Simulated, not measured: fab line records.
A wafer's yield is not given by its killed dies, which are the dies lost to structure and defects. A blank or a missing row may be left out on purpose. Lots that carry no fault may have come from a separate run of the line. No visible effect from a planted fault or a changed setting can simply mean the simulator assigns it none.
Which tool did it?    flow sky130    14 lots, 42 wafers sampled, at 4 steps of a route of 708

WHAT THE GAUGES SHOWED, per wafer
SKY_FIELD_ISO_THK_MEAS_25. Usual: FIELD_ISO_CVD_24_THK gives 594 nm (standard deviation 5.5).
lot   measured     on            FIELD_ISO_CVD_24_THK (nm)  flag
L212  day 2 23:59  filmMetro-03  593 594 589                
L211  day 2 23:59  filmMetro-02  599 591 585                
L214  day 3 13:03  filmMetro-04  589 583 598                
L216  day 3 22:14  filmMetro-02  582 585 587                
L218  day 4 06:33  filmMetro-02  599 600 602                
L221  day 5 03:11  filmMetro-02  596 584 596                
L222  day 5 06:58  filmMetro-04  596 595 597                
L223  day 5 11:09  filmMetro-04  593 603 591                
L225  day 5 21:02  filmMetro-02  598 599 600                
L227  day 6 07:41  filmMetro-04  593 597 593                
L228  day 6 13:37  filmMetro-02  592 595 592                
L230  day 6 22:00  filmMetro-03  595 587 588                
L231  day 7 02:28  filmMetro-02  590 597 583                
L232  day 7 08:56  filmMetro-02  595 588 589                

SKY_POLY_GATE_THK_MEAS_04. Usual: POLY_GATE_CVD_03_THK gives 74.5 nm (standard deviation 0.57).
lot   measured      on            POLY_GATE_CVD_03_THK (nm)  flag
L212  day 16 21:02  filmMetro-02  74.5 74.8 74.5             
L211  day 17 02:08  filmMetro-02  75.3 74.4 74.8             
L214  day 17 22:11  filmMetro-02  74.0 73.3 73.5             
L216  day 18 10:09  filmMetro-03  74.2 73.7 73.8             
L218  day 19 08:37  filmMetro-02  73.9 74.4 74.5             
L221  day 20 18:44  filmMetro-01  74.7 74.7 74.7             
L222  day 21 00:27  filmMetro-03  74.7 74.2 74.1             
L223  day 21 09:45  filmMetro-01  73.8 73.8 74.0             
L225  day 21 21:07  filmMetro-03  75.3 74.9 75.0             
L227  day 22 12:56  filmMetro-03  74.3 74.4 74.8             
L228  day 22 20:49  filmMetro-01  75.3 74.9 75.3             
L230  day 23 16:15  filmMetro-02  73.9 74.3 74.9             
L231  day 23 13:50  filmMetro-01  74.8 74.8 75.0             
L232  day 24 00:20  filmMetro-03  75.7 75.1 75.3             

SKY_LDD_LDN_OVL_MEAS_07. Usual: LDD_LDN_OVL gives 0.8 nm (standard deviation 1.3).
lot   measured      on          LDD_LDN_OVL (nm)  flag
L212  day 24 22:17  overlay-01  2.8 2.2 1.5       
L211  day 25 02:20  overlay-02  0.3 -0.3 0.8      
L214  day 25 21:07  overlay-02  0.9 -0.3 -0.2     
L216  day 26 09:07  overlay-02  0.2 -0.4 0.3      
L218  day 27 04:32  overlay-01  2.8 1.1 1.0       
L221  day 28 13:50  overlay-02  0.7 2.2 1.7       
L222  day 28 18:02  overlay-01  1.3 0.9 -1.5      
L223  day 29 02:41  overlay-01  -0.8 -0.4 -2.3    
L225  day 29 12:45  overlay-01  1.0 1.2 0.7       
L227  day 30 02:20  overlay-02  -0.7 -0.2 -0.5    
L228  day 30 10:16  overlay-01  1.6 2.2 1.2       
L230  day 31 05:07  overlay-01  0.1 -0.2 -1.1     
L231  day 31 01:10  overlay-02  2.4 1.1 2.6       
L232  day 31 09:46  overlay-01  2.8 0.9 2.7       

EACH LOT AND THE TOOL THAT RAN IT (in order: tool; ch and the chambers of the sampled wafers; start)
lot   SKY_GATE_OXIDE_IMPLANT_11
L212  implanter-02 ch 0, day 15 10:55
L211  implanter-04 ch 0, day 15 14:25
L214  implanter-02 ch 0, day 16 04:41
L216  implanter-02 ch 0, day 16 19:49
L218  implanter-03 ch 0, day 17 20:13
L221  implanter-02 ch 0, day 19 03:59
L222  implanter-02 ch 0, day 19 11:16
L223  implanter-02 ch 0, day 19 16:01
L225  implanter-02 ch 0, day 20 07:58
L227  implanter-03 ch 0, day 20 23:08
L228  implanter-04 ch 0, day 21 07:53
L230  implanter-04 ch 0, day 22 01:13
L231  implanter-03 ch 0, day 22 01:07
L232  implanter-04 ch 0, day 22 12:28
- SKY_GATE_OXIDE_IMPLANT_11

WHAT THE TOOLS THEMSELVES READ (means of the sampled wafers that have a number; where no wafer has one, the mark that the record gives instead)
SKY_GATE_OXIDE_IMPLANT_11. Usual: 10.000 for beamEnergyKeV, sd 0.003.
lot   tool          beamEnergyKeV  flag
L212  implanter-02  10.001         
L211  implanter-04  10.000         
L214  implanter-02  8.549          OFF
L216  implanter-02  8.546          OFF
L218  implanter-03  9.999          
L221  implanter-02  10.001         
L222  implanter-02  10.002         
L223  implanter-02  10.001         
L225  implanter-02  10.001         
L227  implanter-03  9.999          
L228  implanter-04  9.997          
L230  implanter-04  10.001         
L231  implanter-03  9.998          
L232  implanter-04  10.001         

THE ANSWER, worked out from the rows above alone
Rule: a lot is off if the mean of its wafers that have a number lies more than 3 standard deviations from the usual mean. Also off: a lot with no number at a reading for which 4 or more lots have one. All remaining lots with rows at the step are treated as sound. After the gauges, taken in route order, come the tools' own readings; for these a lot's mean is taken, as printed above. The first step at which some lot is off is used, and at that step the reading that is off furthest; a lot without a number counts as furthest.
Off: L214, L216, at SKY_GATE_OXIDE_IMPLANT_11 (beamEnergyKeV).
A tool fits if, at that step or a process step before it, it ran every lot that is off, and no sound lot after the first of them. Not one of the candidates tried fits.

WHAT HAD BEEN PUT IN BY THE SIMULATOR
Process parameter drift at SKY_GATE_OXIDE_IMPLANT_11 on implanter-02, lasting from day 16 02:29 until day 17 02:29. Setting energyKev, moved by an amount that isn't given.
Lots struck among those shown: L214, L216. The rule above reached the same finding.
